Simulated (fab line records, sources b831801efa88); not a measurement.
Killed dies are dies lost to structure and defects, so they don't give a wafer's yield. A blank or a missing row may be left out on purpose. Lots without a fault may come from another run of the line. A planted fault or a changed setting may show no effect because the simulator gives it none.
Which tool did it? | flow gf180mcu | 13 lots, 39 wafers sampled, at 6 steps of a route of 602

WHAT THE GAUGES READ, wafer by wafer
GF_STI_THK_MEAS_02. Usual: STI_OXIDATION_THK 11.02 nm, standard deviation 0.19.
lot  | measured    | on            | STI_OXIDATION_THK (nm) | flag
L992 | day 2 01:13 | film_metro-04 | 11.22 11.12 11.15      |
L993 | day 2 04:05 | film_metro-03 | 10.92 10.99 11.06      |
L994 | day 2 07:31 | film_metro-04 | 10.97 11.03 10.89      |
L995 | day 2 12:31 | film_metro-04 | 11.20 11.25 11.30      |
L996 | day 2 17:38 | film_metro-04 | 11.20 11.07 11.13      |
L997 | day 2 22:42 | film_metro-04 | 11.06 11.28 11.29      |
L998 | day 3 03:32 | film_metro-03 | 11.10 11.11 11.25      |
L101 | day 3 18:31 | film_metro-04 | 11.00 11.14 10.94      |
L102 | day 4 00:43 | film_metro-04 | 10.66 10.72 10.80      |
L106 | day 4 20:44 | film_metro-04 | 11.34 11.35 11.24      |
L107 | day 5 01:49 | film_metro-03 | 10.85 11.03 10.94      |
L109 | day 5 10:46 | film_metro-03 | 10.73 10.86 10.82      |
L110 | day 5 15:58 | film_metro-04 | 10.69 10.95 10.91      |

GF_LVPWELL_OVL_MEAS_07. Usual: LVPWELL_OVL -0.3 nm, standard deviation 1.4.
lot  | measured    | on         | LVPWELL_OVL (nm) | flag
L992 | day 4 13:00 | overlay-01 | -0.1 0.2 -2.3    |
L993 | day 4 15:15 | overlay-01 | -0.4 1.9 2.4     |
L994 | day 4 19:12 | overlay-01 | -0.5 0.3 -0.9    |
L995 | day 5 00:36 | overlay-01 | -1.9 -0.8 -1.2   |
L996 | day 5 05:24 | overlay-01 | -0.7 -1.3 1.0    |
L997 | day 5 10:18 | overlay-02 | 0.3 -0.9 2.2     |
L998 | day 5 19:19 | overlay-02 | -0.5 0.5 -1.7    |
L101 | day 6 11:15 | overlay-01 | -0.2 0.8 0.5     |
L102 | day 6 17:25 | overlay-02 | -0.7 -2.4 -2.1   |
L106 | day 7 15:15 | overlay-02 | -1.2 -1.7 0.2    |
L107 | day 7 21:58 | overlay-01 | -0.5 -1.9 -1.0   |
L109 | day 8 07:52 | overlay-01 | -0.9 -2.7 -0.8   |
L110 | day 8 13:02 | overlay-02 | -1.6 -3.7 -1.7   |

GF_MVPSD_TW_MEAS_11. Usual: MVPSD_TW 548, standard deviation 4.6.
lot  | measured     | on            | MVPSD_TW    | flag
L992 | day 5 18:20  | film_metro-04 | 553 555 553 |
L993 | day 5 20:53  | film_metro-02 | 543 547 548 |
L994 | day 6 00:41  | film_metro-02 | 545 544 542 |
L995 | day 6 06:29  | film_metro-02 | 545 546 545 |
L996 | day 6 12:02  | film_metro-02 | 546 546 540 |
L997 | day 6 17:02  | film_metro-04 | 554 554 551 |
L998 | day 7 02:28  | film_metro-01 | 543 544 543 |
L101 | day 7 19:56  | film_metro-02 | 550 547 546 |
L102 | day 8 02:34  | film_metro-04 | 754 752 754 | OFF
L106 | day 9 01:05  | film_metro-01 | 741 742 741 | OFF
L107 | day 9 07:34  | film_metro-04 | 547 552 552 |
L109 | day 9 18:49  | film_metro-01 | 547 546 546 |
L110 | day 10 01:10 | film_metro-02 | 546 546 547 |

GF_VT_IMPLANT_OVL_MEAS_18. Usual: VT_IMPLANT_01_OVL 0.1 nm, standard deviation 1.4.
lot  | measured     | on         | VT_IMPLANT_01_OVL (nm) | flag
L992 | day 7 00:05  | overlay-01 | 1.6 -0.3 -1.0          |
L993 | day 7 03:48  | overlay-02 | 1.1 0.0 1.1            |
L994 | day 7 06:18  | overlay-01 | -1.0 -1.1 -0.8         |
L995 | day 7 13:14  | overlay-02 | -0.5 1.1 1.0           |
L996 | day 7 19:48  | overlay-02 | 1.3 -1.0 -0.2          |
L997 | day 8 00:27  | overlay-02 | 0.4 1.0 -0.4           |
L998 | day 8 10:57  | overlay-02 | -1.1 -0.6 -0.9         |
L101 | day 9 05:14  | overlay-01 | 0.1 0.8 -0.6           |
L102 | day 9 11:31  | overlay-02 | 1.3 -1.5 -2.2          |
L106 | day 10 11:00 | overlay-02 | 1.7 2.5 1.4            |
L107 | day 10 19:40 | overlay-01 | -1.9 -3.4 0.1          |
L109 | day 11 06:50 | overlay-01 | 1.1 3.4 0.8            |
L110 | day 11 13:46 | overlay-01 | 0.9 -0.6 2.3           |

GF_VT_IMPLANT_RS_MEAS_49: measures by four-point-probe. Usual: MVPSD_RS 1178 ohm/sq, standard deviation 3.1.
lot  | measured     | on            | MVPSD_RS (ohm/sq) | flag
L992 | day 8 08:22  | film_metro-01 | 1187 1182 1185    |
L993 | day 8 13:27  | film_metro-04 | 1177 1176 1180    |
L994 | day 8 15:46  | film_metro-04 | 1177 1178 1176    |
L995 | day 8 23:17  | film_metro-01 | 1176 1179 1181    |
L996 | day 9 06:23  | film_metro-04 | 1174 1175 1178    |
L997 | day 9 10:38  | film_metro-04 | 1173 1176 1173    |
L998 | day 9 21:51  | film_metro-01 | 1177 1177 1175    |
L101 | day 10 16:37 | film_metro-02 | 1180 1182 1180    |
L102 | day 11 00:56 | film_metro-02 | 599 598 598       | OFF
L106 | day 12 01:41 | film_metro-01 | 598 596 597       | OFF
L107 | day 12 10:01 | film_metro-01 | 1176 1174 1173    |
L109 | day 12 22:23 | film_metro-04 | 1173 1175 1178    |
L110 | day 13 06:09 | film_metro-02 | 1178 1176 1178    |

WHICH TOOL RAN EACH LOT (tool, then ch and the chambers of the sampled wafers, then the start)
lot  | GF_MVPSD_IMPLANT_09
L992 | implanter-04 ch 0, day 5 18:05
L993 | implanter-04 ch 0, day 5 20:38
L994 | implanter-04 ch 0, day 6 00:26
L995 | implanter-01 ch 0, day 6 06:14
L996 | implanter-04 ch 0, day 6 11:47
L997 | implanter-01 ch 0, day 6 16:47
L998 | implanter-01 ch 0, day 7 02:16
L101 | implanter-04 ch 0, day 7 19:41
L102 | implanter-04 ch 0, day 8 02:20
L106 | implanter-04 ch 0, day 9 00:50
L107 | implanter-03 ch 0, day 9 07:22
L109 | implanter-03 ch 0, day 9 18:35
L110 | implanter-03 ch 0, day 10 00:56
- GF_MVPSD_IMPLANT_09

WHAT THE TOOLS THEMSELVES READ (means of the sampled wafers that have a number; where no wafer has one, the mark that the record gives instead)
GF_MVPSD_IMPLANT_09. Usual: beam_on_s 10.04 s, standard deviation 0.2; dose_ions_cm2 5.001e+12, standard deviation 5.6e+09; faraday_current_uA 28.1, standard deviation 0.55.
lot  | tool         | beam_on_s (s) | dose_ions_cm2 | faraday_current_uA | flag
L992 | implanter-04 | 10.13         | 4.997e+12     | 27.9               |
L993 | implanter-04 | 10.05         | 4.998e+12     | 27.9               |
L994 | implanter-04 | 10.06         | 4.992e+12     | 28.0               |
L995 | implanter-01 | 10.26         | 4.998e+12     | 27.4               |
L996 | implanter-04 | 10.30         | 5.007e+12     | 27.5               |
L997 | implanter-01 | 10.04         | 4.997e+12     | 28.2               |
L998 | implanter-01 | 9.98          | 5.001e+12     | 28.3               |
L101 | implanter-04 | 10.09         | 5.001e+12     | 27.9               |
L102 | implanter-04 | 10.13         | 5.341e+13     | 297.0              | OFF
L106 | implanter-04 | 10.07         | 5.340e+13     | 298.3              | OFF
L107 | implanter-03 | 10.14         | 5.003e+12     | 27.8               |
L109 | implanter-03 | 10.18         | 5.002e+12     | 27.6               |
L110 | implanter-03 | 10.04         | 5.008e+12     | 28.1               |

THE ANSWER, worked out from the rows above alone
Rule: a lot is off if the mean of its wafers that have a number lies more than 3 standard deviations from the usual mean. A lot without any number at a reading at which 4 lots or more have one is off too. The other lots that the step has rows for count as sound. The gauges are gone through in route order, then the tools' own readings, and for those a lot's mean is taken as printed above. The first step at which some lot is off is used, and at that step the reading that is off furthest; a lot without a number counts as furthest.
Off: L102, L106, at GF_MVPSD_TW_MEAS_11 (MVPSD_TW).
A tool fits if, at a process step before that reading, it ran every lot that is off, and no sound lot after the first of them. The gauges at GF_MVPSD_TW_MEAS_11 aren't tried: what is off there is off at GF_MVPSD_IMPLANT_09 too, on other tools, and a gauge's error can't cause that. One fits: implanter-04 at GF_MVPSD_IMPLANT_09. Its last sound lot is L101 (day 7 19:41), its first lot that is off L102 (day 8 02:20): a fault that began between those two fits.
The tool's own readings at GF_MVPSD_IMPLANT_09 bear it out: on the lots that are off they differ by more than 5 times the standard deviation of the sound lots' means. dose_ions_cm2 reads 5.340e+13 there against 5.000e+12 on the sound lots; faraday_current_uA reads 297.6 there against 27.9 on the sound lots.

WHAT THE SIMULATOR HAD PUT IN
Process parameter drift: implanter-04, from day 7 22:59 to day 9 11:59, at GF_MVPSD_IMPLANT_09. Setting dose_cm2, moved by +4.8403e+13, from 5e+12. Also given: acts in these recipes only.
Lots struck among those shown: L102, L106. The rule above found the same.
